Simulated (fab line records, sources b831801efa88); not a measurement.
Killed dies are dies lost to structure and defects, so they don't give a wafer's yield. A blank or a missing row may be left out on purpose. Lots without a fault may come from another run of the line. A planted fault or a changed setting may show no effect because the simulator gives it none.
Which tool did it? | flow sfq_line | 15 lots, 45 wafers sampled, at 2 steps of a route of 325

WHAT THE GAUGES READ, wafer by wafer
SFQ_C5_OVL_MEAS_937. Usual: C5_OVL 0 nm, standard deviation 5.7.
lot  | measured     | on         | C5_OVL (nm) | flag
L663 | day 64 02:46 | overlay-01 | 0 2 -1      |
L665 | day 64 09:59 | overlay-01 | -6 -6 -3    |
L667 | day 65 01:35 | overlay-01 | -5 3 4      |
L668 | day 65 05:11 | overlay-02 | 2 13 11     |
L669 | day 65 08:46 | overlay-01 | -4 -4 -6    |
L671 | day 65 11:11 | overlay-01 | -3 -1 -2    |
L672 | day 66 21:59 | overlay-01 | -10 -7 -11  |
L673 | day 67 00:22 | overlay-01 | 8 -3 -3     |
L674 | day 67 01:34 | overlay-01 | 11 7 11     |
L678 | day 69 01:11 | overlay-02 | -2 2 9      |
L680 | day 69 09:35 | overlay-01 | 2 9 -4      |
L681 | day 69 11:59 | overlay-01 | -8 -4 -2    |
L682 | day 70 00:08 | overlay-02 | 0 -6 -8     |
L685 | day 70 13:20 | overlay-02 | 7 5 6       |
L686 | day 70 16:55 | overlay-02 | 11 12 9     |

WHICH TOOL RAN EACH LOT (tool, then ch and the chambers of the sampled wafers, then the start)
lot  | SFQ_TRILAYER_I5_BARC_OPEN_VIA_ETCH_200
L663 | rie_diel-03 ch 0,1,3, day 59 06:43
L665 | rie_diel-02 ch 0,2,3, day 59 15:07
L667 | rie_diel-03 ch 0,2,3, day 60 09:15
L668 | rie_diel-02 ch 0,2,3, day 60 14:11
L669 | rie_diel-04 ch 0,1,2, day 60 17:47
L671 | rie_diel-03 ch 1,3, day 60 20:11
L672 | rie_diel-02 ch 0,1,2, day 62 10:50
L673 | rie_diel-03 ch 1,2,3, day 62 13:14
L674 | rie_diel-04 ch 1,2,3, day 62 14:34
L678 | rie_diel-03 ch 0,3, day 64 09:46
L680 | rie_diel-04 ch 0,1,2, day 64 16:58
L681 | rie_diel-03 ch 0,1,3, day 64 20:34
L682 | rie_diel-03 ch 0,3, day 65 18:01
L685 | rie_diel-02 ch 0,1,2, day 66 08:46
L686 | rie_diel-03 ch 1,2,3, day 66 11:10
- SFQ_TRILAYER_I5_BARC_OPEN_VIA_ETCH_200: etches BARC in O2, target depth 125 nm, time 41.7 s.

WHAT THE TOOLS THEMSELVES READ (means of the sampled wafers that have a number; where no wafer has one, the mark that the record gives instead)
SFQ_TRILAYER_I5_BARC_OPEN_VIA_ETCH_200. Usual: drypump_motor_current_A 5.7 A, standard deviation 0.43; oes_product_au 0.685 a.u., standard deviation 0.0047.
lot  | tool        | drypump_motor_current_A (A) | oes_product_au (a.u.) | flag
L663 | rie_diel-03 | 5.4                         | 0.684                 |
L665 | rie_diel-02 | 5.9                         | 0.686                 |
L667 | rie_diel-03 | 5.4                         | 0.686                 |
L668 | rie_diel-02 | 5.9                         | 0.682                 |
L669 | rie_diel-04 | 6.1                         | 0.683                 |
L671 | rie_diel-03 | 5.7                         | 0.688                 |
L672 | rie_diel-02 | 5.7                         | 0.684                 |
L673 | rie_diel-03 | 5.6                         | 0.687                 |
L674 | rie_diel-04 | 6.0                         | 0.680                 |
L678 | rie_diel-03 | 5.5                         | 0.688                 |
L680 | rie_diel-04 | 6.1                         | 0.690                 |
L681 | rie_diel-03 | 5.4                         | 0.683                 |
L682 | rie_diel-03 | 5.4                         | 0.685                 |
L685 | rie_diel-02 | 5.7                         | 0.683                 |
L686 | rie_diel-03 | 5.7                         | 0.684                 |

THE ANSWER, worked out from the rows above alone
Rule: a lot is off if the mean of its wafers that have a number lies more than 3 standard deviations from the usual mean. A lot without any number at a reading at which 4 lots or more have one is off too. The other lots that the step has rows for count as sound. The gauges are gone through in route order, then the tools' own readings, and for those a lot's mean is taken as printed above. The first step at which some lot is off is used, and at that step the reading that is off furthest; a lot without a number counts as furthest.
No lot is off at any reading shown: from this, nothing can be told.

WHAT THE SIMULATOR HAD PUT IN
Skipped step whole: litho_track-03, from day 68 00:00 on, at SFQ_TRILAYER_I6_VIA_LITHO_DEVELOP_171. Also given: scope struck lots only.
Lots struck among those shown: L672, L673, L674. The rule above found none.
